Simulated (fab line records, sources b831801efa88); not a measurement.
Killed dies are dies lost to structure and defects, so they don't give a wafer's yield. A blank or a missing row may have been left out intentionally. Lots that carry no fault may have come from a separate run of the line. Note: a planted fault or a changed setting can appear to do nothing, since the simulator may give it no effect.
Problem report in the 8D (eight disciplines) form, filled by code	flow sky130	the parts of the form that need people (team, actions taken, sign-off) are left out

== 1. THE ISSUE ==
At SKY_LDD_LDN_IMPLANT_09, dose-ions-cm2 averages 5.1557e+12 over 6 wafers from 2 lots, while fault-free wafers read 1.2502e+13, standard deviation 1.3e+10. That is -99 or more standard deviations from the usual mean.
First seen on wafer L419.2, day 25 23:45, on implanter-01. The record has a number at this step for 18 wafers belonging to 6 lots. The rule behind "out" and "out of limits": a value lying over 4 standard deviations away from the usual mean. The other wafers with a number count as sound.

== 2. WHAT IT IS AND WHAT IT IS NOT ==
question	is	is not
which readings at this step	dose-ions-cm2, faraday-current-uA	-
which lots	L419, L421	L412, L413, L428, L433
which wafers of those lots	all that have a number	-
read on which tools	implanter-01	implanter-03, implanter-04
when	from day 25 23:45	up to then (6 sound wafers); but 6 sound wafers of L428, L433 came after

== 3. SUSPECTS, AND WHAT RULES EACH OUT ==
Counting: a tool at any process step up to the reading remains a suspect when it ran all the lots that are out and ran no sound lot after the first of those.
- plasma-asher-02 at SKY_LDD_HVP_STRIP_09 (strips in O2/N2): kept. It ran every lot that is out, first L419 (day 24 17:42), and no sound lot after that; its last sound lot up to then is L413 (day 23 07:32).
- implanter-01 at SKY_LDD_LDN_IMPLANT_09: kept. It ran every lot that is out, first L419 (day 25 23:45), and no sound lot after that; its last sound lot up to then is L412 (day 23 16:32). Out on those wafers are its own readings of dose-ions-cm2, faraday-current-uA.
The count leaves implanter-01 at SKY_LDD_LDN_IMPLANT_09 and plasma-asher-02 at SKY_LDD_HVP_STRIP_09.

== 4. THE CAUSE (what the simulator had put in) ==
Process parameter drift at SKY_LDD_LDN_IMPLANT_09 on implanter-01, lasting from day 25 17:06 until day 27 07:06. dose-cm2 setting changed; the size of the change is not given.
After counting, 2 suspects remain, this tool included.

== 5. THE EFFECT CHAIN, in route order ==
Each row: a reading where the mean over the struck wafers with a number is more than 3 standard deviations away from the usual. Only readings whose record carries a usual standard deviation are examined. hours: median over the lots of the time between each lot's start at the first step of this table that gives one and its start at this step. sigmas: the change, counted in usual standard deviations.
hours	step	reading	usual	on struck wafers	change	sigmas
0	SKY_LDD_LDN_IMPLANT_09	dose-ions-cm2	1.2502e+13	5.1557e+12	-7.3463e+12	-99 or more
0	SKY_LDD_LDN_IMPLANT_09	faraday-current-uA	70.6	29.1	-41.5	-30
Its process steps:
- SKY_LDD_LDN_IMPLANT_09

== 6. WHAT WOULD HAVE CAUGHT IT SOONER ==
7 hours passed between the start of the fault at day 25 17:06 and the first reading out of limits in this record, taken at day 25 23:45.
